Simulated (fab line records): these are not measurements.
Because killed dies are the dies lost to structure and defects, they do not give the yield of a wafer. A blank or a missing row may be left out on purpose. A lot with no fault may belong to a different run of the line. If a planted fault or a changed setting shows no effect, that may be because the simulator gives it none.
Comparing a struck lot with a sound one	flow gf180mcu	17 out of 602 route steps
Sound: these wafers, L451.1, L451.2, L451.4. Struck: wafer L459.4. (L459.5, L459.6 of the same lot were not struck and are left out.) The cause comes at the end.
Order at every step that has rows: each side's tool, ch and its chambers, its first start. Under that, the readings that differ: sound wafers	struck wafers	difference of the means	sigmas: that difference in standard deviations of wafers without a fault.
alike: readings with means less than 2 such deviations apart, plus words and numbers identical on both sides. not compared: withheld readings, readings lacking a value on some wafer, bounds such as >300 that could conceal the same value, and numbers that have no deviation in the record and whose values overlap.
The two part at a step that has a row with sigmas, a row that says differs or no value, or rows on one side only. Non-overlapping numbers with no deviation appear without sigmas and do not part them. A reading missing from all wafers of one side parts the sides only when that side holds two or more wafers.

first, 2 steps without rows for these wafers: GF_CONTACT_PEB_12 (peb time 90 s); GF_CONTACT_DEVELOP_13 (develop time 60 s).
GF_CONTACT_CD_MEAS_14 targets a cd of 220 nm.
  sound: cd_sem-01 at day 15 21:59; struck: cd_sem-02 at day 19 04:13
reading	sound	struck	difference	sigmas
cd_nm (nm)	219.5 219.5 219.7	223.0	+3.4	+2
GF_CONTACT_OVL_MEAS_15:
  sound: overlay-02 at day 15 22:07; struck: overlay-01 at day 19 04:17
  alike: CONTACT_OVL
GF_CONTACT_ETCH_16: etches BARC in N2/H2.
  sound on rie_diel-02 ch 0,1, day 15 22:09; struck on rie_diel-02 ch 2, day 19 04:19
reading	sound	struck	difference	sigmas
oes_product_au (a.u.)	0.853 0.858 0.859	0.847	-0.010	-2
  alike: drypump_motor_current_A, throttle_valve_pct
GF_CONTACT_ETCH_17: etches SiO2 in C4F8/O2/Ar, stops on CoSi2, target depth 860 nm.
  sound: rie_diel-02 ch 0,1; struck: rie_diel-02 ch 2
  alike: oes_product_au
GF_CONTACT_STRIP_18: strips in O2/N2.
  sound on plasma_asher-01 ch 0,1, day 15 22:19; struck on plasma_asher-03 ch 0, day 19 04:31
  alike: drypump_motor_current_A, heater_power_w, oes_product_au
  not compared: rf_hours_counter_h
then, 3 steps without rows for these wafers: GF_CONTACT_CLEAN_19 (cleans in SPM); GF_CONTACT_CLEAN_20 (cleans in DIW); GF_CONTACT_CLEAN_21 (cleans in dHF, time 20 s).
GF_CONTACT_SPUTTER_22: material Ti, target thk 15 nm, time 80.02 s.
  sound: pvd_sputter-02 at day 15 22:44; struck: pvd_sputter-04 at day 19 04:52
reading	sound	struck	difference	sigmas
throttle_valve_pct (%)	30.7 31.8 29.7	28.3	-2.4	-2
then, 1 step without rows for these wafers: GF_CONTACT_SPUTTER_23 (material TiN, target thk 10 nm, time 40 s).
GF_CONTACT_CVD_24: deposits W, target thk 300 nm, time 90.339 s.
  sound on cvd_w-01 ch 0,1, day 15 22:50; struck on cvd_w-02 ch 0, day 19 05:00
reading	sound	struck	difference	sigmas
model.W_of_CONTACT_CVD_24.thk_nm (nm)	303.4 301.7 304.4	317.2	+14.0	
  alike: heater_power_w
GF_CONTACT_RS_MEAS_25: measures by four-point-probe.
  sound: film_metro-04 at day 15 22:56; struck: film_metro-04 at day 19 05:35
reading	sound	struck	difference	sigmas
CONTACT_W_RS (ohm/sq)	0.379 0.381 0.376	0.362	-0.017	-5
  not compared: hold
GF_CONTACT_THK_MEAS_26: measures by xrf.
  sound: film_metro-04 at day 15 23:04; struck: film_metro-04 at day 19 08:13
reading	sound	struck	difference	sigmas
CONTACT_W_THK (nm)	307 305 308	319	+12	+4
  not compared: hold
GF_CONTACT_CMP_27: polishes, stops on SiO2, t overpolish 15 s, target thk 0 nm.
  sound on cmp-02 ch 0,1,2, day 15 23:07; struck on cmp-01 ch 3, day 19 11:46
reading	sound	struck	difference	sigmas
hold	- - -	await_dispo/3.1h/release	no value on the sound wafers	
  alike: edge_zone_pressure_frac, motor_current_A, slurry_filter_dp_kPa, slurry_flow_ml_min
-- the record jumps here: 12 days lie between the struck wafers' starts before and after (it left off in module CONTACT and takes up again in module PASSIVATION, whose first step shown is number 602 of the route) --
GF_PASSIVATION_PROBE_99:
  the record has rows for the struck wafers here (prober-02, day 31 09:40) and none for the sound ones

## WHERE THEY PART
Earliest at GF_CONTACT_CD_MEAS_14; latest, in this record, at GF_PASSIVATION_PROBE_99.

WHY: what had been put in by the simulator
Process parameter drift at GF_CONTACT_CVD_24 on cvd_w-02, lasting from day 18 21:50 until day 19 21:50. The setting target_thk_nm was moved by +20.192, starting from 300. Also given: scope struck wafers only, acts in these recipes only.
